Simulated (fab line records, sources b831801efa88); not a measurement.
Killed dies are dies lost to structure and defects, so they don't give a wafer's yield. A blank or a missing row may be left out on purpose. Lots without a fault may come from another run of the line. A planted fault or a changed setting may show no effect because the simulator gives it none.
Chamber matching | flow sky130 | SKY_CONTACT_CMP_27 on cmp-02: 4 sister chambers
The step polishes, stops on SiO2, t overpolish 15 s, target thk 0 nm. 4 wafers are shown with their chamber, then 7 later ones without.

WAFERS WITH THEIR CHAMBER
wafer  | chamber | motor_current_A (A)
L778.3 | 2       | 11.3
L780.5 | 0       | 9.5
L787.1 | 3       | 10.1
L787.2 | 1       | 11.0

WAFERS WITHOUT THEIR CHAMBER
wafer  | motor_current_A (A)
L787.4 | 11.1
L791.1 | 11.0
L791.3 | 11.1
L791.6 | 10.0
L800.1 | 10.3
L800.2 | 11.7
L800.6 | 11.0

WHICH CHAMBER EACH WENT THROUGH
wafer  | from the rows above     | in truth
L787.4 | can't be placed: 1 or 2 | 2
L791.1 | can't be placed: 1 or 2 | 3
L791.3 | can't be placed: 1 or 2 | 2
L791.6 | 3                       | 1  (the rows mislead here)
L800.1 | 3                       | 3
L800.2 | can't be placed: 2 or 1 | 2
L800.6 | can't be placed: 1 or 2 | 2
Placed correctly: 1 of 7. Can't be placed from these rows: 5 (the true chamber is among the candidates in 4). Placed wrongly: 1.
How it was worked out, from the rows above alone: a wafer's distance from a chamber is the root of the sum, over the readings, of the square of ((its reading less the chamber's mean) divided by the reading's scatter). The wafer belongs to the nearest chamber; if the next one is less than 2 further off, it can't be placed. A chamber's mean is the mean of its shown wafers. The scatter: with one shown wafer a chamber, the root of the mean of the squares of how far each hidden wafer lies from its nearest shown one.
